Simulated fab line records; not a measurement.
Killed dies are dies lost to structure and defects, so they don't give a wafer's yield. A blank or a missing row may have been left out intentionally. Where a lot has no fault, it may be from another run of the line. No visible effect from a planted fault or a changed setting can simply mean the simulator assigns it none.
The tool behind it: which one? | flow sky130 | Sampling: 11 lots, 33 wafers, 3 of 708 route steps

== WHAT THE GAUGES READ, wafer by wafer ==
SKY_VIA3_CD_MEAS_12: the cd target is 200 nm.
lot  | measured     | on        | cd nm (nm)
L632 | day 39 14:50 | cd sem-01 | 197.3 198.3 197.7
L634 | day 40 02:07 | cd sem-01 | 201.0 200.9 201.2
L637 | day 41 10:51 | cd sem-02 | 198.8 199.2 198.4
L638 | day 41 15:08 | cd sem-02 | 198.7 198.7 198.0
L639 | day 41 19:33 | cd sem-01 | 198.5 199.5 198.7
L641 | day 42 11:20 | cd sem-02 | 199.2 198.7 197.9
L650 | day 44 19:43 | cd sem-01 | 183.6 184.1 189.6
L651 | day 44 23:57 | cd sem-01 | 181.1 188.6 192.7
L653 | day 45 15:14 | cd sem-01 | 199.1 200.4 200.0
L654 | day 45 20:44 | cd sem-02 | 201.0 198.2 198.9
L655 | day 45 22:50 | cd sem-01 | 201.1 202.5 201.5

== WHICH TOOL RAN EACH LOT (tool, then ch and the chambers of the sampled wafers, then the start) ==
lot  | SKY_VIA2_STRIP_16                    | SKY_VIA3_EXPOSE_09
L632 | plasma asher-02 ch 0,1, day 36 06:10 | krf scanner-01 ch 0, day 39 02:43
L634 | plasma asher-01 ch 0,1, day 36 19:35 | krf scanner-01 ch 0, day 39 14:07
L637 | plasma asher-02 ch 0,1, day 38 05:11 | krf scanner-02 ch 0, day 40 22:31
L638 | plasma asher-02 ch 0, day 38 10:20   | krf scanner-02 ch 0, day 41 03:23
L639 | plasma asher-01 ch 0,1, day 38 15:14 | krf scanner-02 ch 0, day 41 07:55
L641 | plasma asher-03 ch 0,1, day 39 07:14 | krf scanner-02 ch 0, day 41 23:59
L650 | plasma asher-02 ch 0,1, day 41 19:20 | krf scanner-02 ch 0, day 44 08:55
L651 | plasma asher-03 ch 0,1, day 41 22:56 | krf scanner-02 ch 0, day 44 13:15
L653 | plasma asher-03 ch 0,1, day 42 17:11 | krf scanner-01 ch 0, day 45 04:49
L654 | plasma asher-03 ch 0, day 42 22:44   | krf scanner-01 ch 0, day 45 10:16
L655 | plasma asher-02 ch 0,1, day 43 01:11 | krf scanner-01 ch 0, day 45 12:39
- SKY_VIA2_STRIP_16: strips in O2/N2.
- SKY_VIA3_EXPOSE_09: exposes mask VIM3, target cd 200 nm.

== THE ANSWER, worked out from the rows above alone ==
Rule: the usual values come from the lots themselves. The widest of any qualifying gaps counts: lots, ordered by their means at a reading, are off when they make up no more than a third of the lots, leave a main group of 4 or more, and stand apart from it by 3 or more times the standard deviation of that group's means. Not used: any main group whose means are identical at the precision the tables above print for the reading. A lot without any number at a reading at which 4 lots or more have one is off too. The other lots that the step has rows for count as sound.
Off: L650, L651 (SKY_VIA3_CD_MEAS_12, cd nm). The main group has a mean of 199.4 nm with a standard deviation of 1.2.
A tool fits if, at a process step before that reading, it ran every lot that is off, and no sound lot after the first of them. Gauges at SKY_VIA3_CD_MEAS_12: tried the same way as those tools. One fits: SKY_VIA3_EXPOSE_09 on krf scanner-02. Its last sound lot is L641 (day 41 23:59), its first lot that is off L650 (day 44 08:55): a fault that began between those two fits.

== WHAT THE SIMULATOR HAD PUT IN ==
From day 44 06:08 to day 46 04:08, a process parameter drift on krf scanner-02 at SKY_VIA3_EXPOSE_09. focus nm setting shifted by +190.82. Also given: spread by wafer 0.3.
Lots struck among those shown: L650, L651. The rule above reached the same finding.
